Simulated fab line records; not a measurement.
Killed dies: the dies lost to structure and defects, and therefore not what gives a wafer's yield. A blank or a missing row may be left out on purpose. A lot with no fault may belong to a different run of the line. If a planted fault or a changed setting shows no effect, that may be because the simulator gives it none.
The tool behind it: which one?	flow gf180mcu	Sampling: 13 lots, 39 wafers, 6 of 602 route steps

== WHAT THE GAUGES READ, wafer by wafer ==
GF_HV_LDD_CD_MEAS_07 targets a cd of 400 nm. Usual: 400.2 nm for cd-nm, sd 2.1.
lot	measured	on	cd-nm (nm)	flag
L972	day 9 23:43	cd-sem-02	398.6 399.1 398.9	
L973	day 10 08:43	cd-sem-02	400.3 398.8 399.8	
L974	day 10 19:04	cd-sem-01	400.2 399.3 398.3	
L977	day 11 16:17	cd-sem-02	404.7 404.7 402.4	
L979	day 12 13:15	cd-sem-01	397.5 398.3 396.9	
L980	day 12 17:07	cd-sem-02	400.1 401.7 400.3	
L981	day 12 21:52	cd-sem-01	400.3 402.4 401.2	
L982	day 13 07:52	cd-sem-02	398.3 401.0 398.5	
L988	day 15 06:46	cd-sem-01	401.7 399.5 400.1	
L990	day 15 19:19	cd-sem-02	402.5 403.2 402.1	
L992	day 16 06:16	cd-sem-02	398.8 399.7 399.8	
L991	day 16 08:04	cd-sem-02	401.6 402.5 402.5	
L993	day 16 12:11	cd-sem-01	403.3 403.5 402.3	

GF_HV_LDD_OVL_MEAS_20. Usual: HV_LDD_01_OVL -1.0 nm, standard deviation 1.5.
lot	measured	on	HV_LDD_01_OVL (nm)	flag
L972	day 10 17:58	overlay-02	-1.3 -1.3 -0.4	
L973	day 11 03:29	overlay-02	-1.2 -0.9 -2.0	
L974	day 11 14:41	overlay-02	-2.6 -1.6 0.0	
L977	day 12 12:28	overlay-01	0.2 -2.6 -0.5	
L979	day 13 09:41	overlay-02	-1.2 -0.9 -3.2	
L980	day 13 13:50	overlay-01	-0.8 -2.9 -0.8	
L981	day 13 18:29	overlay-02	-0.4 0.2 -1.3	
L982	day 14 04:58	overlay-02	-3.2 -4.7 -3.0	
L988	day 16 04:56	overlay-01	-1.0 -3.4 -2.2	
L990	day 16 18:34	overlay-02	-1.0 0.1 1.7	
L992	day 17 05:35	overlay-01	-3.3 -3.0 1.4	
L991	day 17 07:23	overlay-02	-1.6 -0.1 -1.1	
L993	day 17 11:17	overlay-02	-2.6 -0.4 -2.8	

GF_NSD_CD_MEAS_07 targets a cd of 400 nm. Usual: 400.7 nm for cd-nm, sd 2.
lot	measured	on	cd-nm (nm)	flag
L972	day 13 07:23	cd-sem-01	400.0 398.8 400.5	
L973	day 13 16:46	cd-sem-02	403.1 400.6 401.3	
L974	day 14 08:19	cd-sem-02	399.7 400.5 399.8	
L977	day 15 08:58	cd-sem-02	402.8 402.5 401.5	
L979	day 16 07:56	cd-sem-02	398.8 401.1 400.4	
L980	day 16 12:30	cd-sem-02	401.4 402.6 401.9	
L981	day 16 19:23	cd-sem-01	398.8 396.3 395.9	
L982	day 17 03:30	cd-sem-02	398.9 401.0 400.7	
L988	day 19 06:47	cd-sem-02	- - -	OFF
L990	day 19 21:08	cd-sem-02	402.9 403.3 403.8	
L992	day 20 07:25	cd-sem-02	401.1 401.0 400.0	
L991	day 20 10:47	cd-sem-01	404.7 401.9 403.3	
L993	day 20 14:01	cd-sem-02	398.2 397.7 397.4	

GF_NSD_TW_MEAS_12. Usual: NSD_TW 4250, standard deviation 40.
lot	measured	on	NSD_TW	flag
L972	day 13 07:57	film-metro-02	4285 4315 4310	
L973	day 13 17:19	film-metro-02	4291 4265 4284	
L974	day 14 08:52	film-metro-04	4210 4225 4241	
L977	day 15 09:31	film-metro-02	4272 4253 4285	
L979	day 16 08:30	film-metro-03	4255 4270 4271	
L980	day 16 13:02	film-metro-02	4263 4266 4274	
L981	day 16 19:55	film-metro-03	4259 4285 4280	
L982	day 17 04:03	film-metro-02	4259 4236 4260	
L988	day 19 07:21	film-metro-04	30 29 30	OFF
L990	day 19 21:42	film-metro-04	4182 4167 4162	
L992	day 20 07:58	film-metro-02	4252 4258 4255	
L991	day 20 11:21	film-metro-02	4289 4275 4277	
L993	day 20 14:34	film-metro-02	4264 4286 4258	

== TOOL THAT RAN EACH LOT (tool first, then ch and the chambers of the sampled wafers, then the start) ==
lot	GF_HV_LDD_RTA_52	GF_NSD_EXPOSE_04
L972	rtp-anneal-01 ch 0, day 12 08:26	iline-stepper-02 ch 0, day 12 21:38
L973	rtp-anneal-02 ch 0, day 12 18:47	iline-stepper-02 ch 0, day 13 07:25
L974	rtp-anneal-01 ch 0, day 13 07:16	iline-stepper-02 ch 0, day 13 21:34
L977	rtp-anneal-01 ch 0, day 14 07:08	iline-stepper-01 ch 0, day 14 22:20
L979	rtp-anneal-02 ch 0, day 15 05:17	iline-stepper-02 ch 0, day 15 20:55
L980	rtp-anneal-01 ch 0, day 15 10:25	iline-stepper-02 ch 0, day 16 01:50
L981	rtp-anneal-02 ch 0, day 15 14:09	iline-stepper-01 ch 0, day 16 08:19
L982	rtp-anneal-01 ch 0, day 16 01:47	iline-stepper-01 ch 0, day 16 15:51
L988	rtp-anneal-01 ch 0, day 18 04:05	iline-stepper-01 ch 0, day 18 18:47
L990	rtp-anneal-01 ch 0, day 18 18:17	iline-stepper-01 ch 0, day 19 09:25
L992	rtp-anneal-01 ch 0, day 19 05:04	iline-stepper-01 ch 0, day 19 19:23
L991	rtp-anneal-02 ch 0, day 19 07:11	iline-stepper-02 ch 0, day 19 22:28
L993	rtp-anneal-02 ch 0, day 19 11:11	iline-stepper-01 ch 0, day 20 02:11
- GF_HV_LDD_RTA_52: time 10 s.
- GF_NSD_EXPOSE_04: exposes mask Nplus, target cd 400 nm.

== WHAT THE TOOLS THEMSELVES READ (means of the sampled wafers that have a number; where no wafer has one, the mark that the record gives instead) ==
GF_HV_LDD_RTA_52. Usual: anneal-temp-c-max 1006.9, standard deviation 2.1; lamp-power-pct 29.7 %, standard deviation 1.5; wafer_temp_C_max 1004.0, standard deviation 1.
lot	tool	anneal-temp-c-max	lamp-power-pct (%)	wafer_temp_C_max	flag
L972	rtp-anneal-01	1008.7	30.7	1005.2	
L973	rtp-anneal-02	1004.3	27.6	1003.1	
L974	rtp-anneal-01	1008.6	30.7	1003.9	
L977	rtp-anneal-01	1007.7	30.7	1006.3	
L979	rtp-anneal-02	1005.2	27.6	1003.0	
L980	rtp-anneal-01	1006.7	30.7	1004.1	
L981	rtp-anneal-02	1005.0	27.6	1003.0	
L982	rtp-anneal-01	1008.1	30.7	1004.5	
L988	rtp-anneal-01	1007.6	30.7	1005.3	
L990	rtp-anneal-01	1008.9	30.7	1005.0	
L992	rtp-anneal-01	1008.8	30.7	1004.4	
L991	rtp-anneal-02	1005.2	27.6	1003.5	
L993	rtp-anneal-02	1004.0	27.6	1003.1	

GF_NSD_EXPOSE_04. Usual: 139.97 for exposure-dose-mJ-cm2, sd 0.13.
lot	tool	exposure-dose-mJ-cm2	flag
L972	iline-stepper-02	139.98	
L973	iline-stepper-02	139.92	
L974	iline-stepper-02	140.14	
L977	iline-stepper-01	140.11	
L979	iline-stepper-02	139.99	
L980	iline-stepper-02	139.86	
L981	iline-stepper-01	140.13	
L982	iline-stepper-01	140.04	
L988	iline-stepper-01	139.98	
L990	iline-stepper-01	139.81	
L992	iline-stepper-01	140.01	
L991	iline-stepper-02	139.94	
L993	iline-stepper-01	139.94	

== THE ANSWER, worked out from the rows above alone ==
Rule: a lot counts as off when the mean over its wafers that have a number is more than 3 standard deviations away from the usual mean. A lot without any number at a reading at which 4 lots or more have one is off too. All remaining lots with rows at the step are treated as sound. Order of review: gauges by route order, followed by the tools' own readings, for which a lot's mean as printed above is used. The first step at which some lot is off is used, and at that step the reading that is off furthest; a lot without a number counts as furthest.
Off: L988, at GF_NSD_CD_MEAS_07 (cd-nm). Without a number there: L988.
A tool fits if, at a process step before that reading, it ran every lot that is off, and no sound lot after the first of them. Not tried: the gauges at GF_NSD_CD_MEAS_07; whatever is off there is also off at GF_NSD_TW_MEAS_12, on other tools, and gauge error can't account for it. None of those tried fits.

== WHAT HAD BEEN PUT IN BY THE SIMULATOR ==
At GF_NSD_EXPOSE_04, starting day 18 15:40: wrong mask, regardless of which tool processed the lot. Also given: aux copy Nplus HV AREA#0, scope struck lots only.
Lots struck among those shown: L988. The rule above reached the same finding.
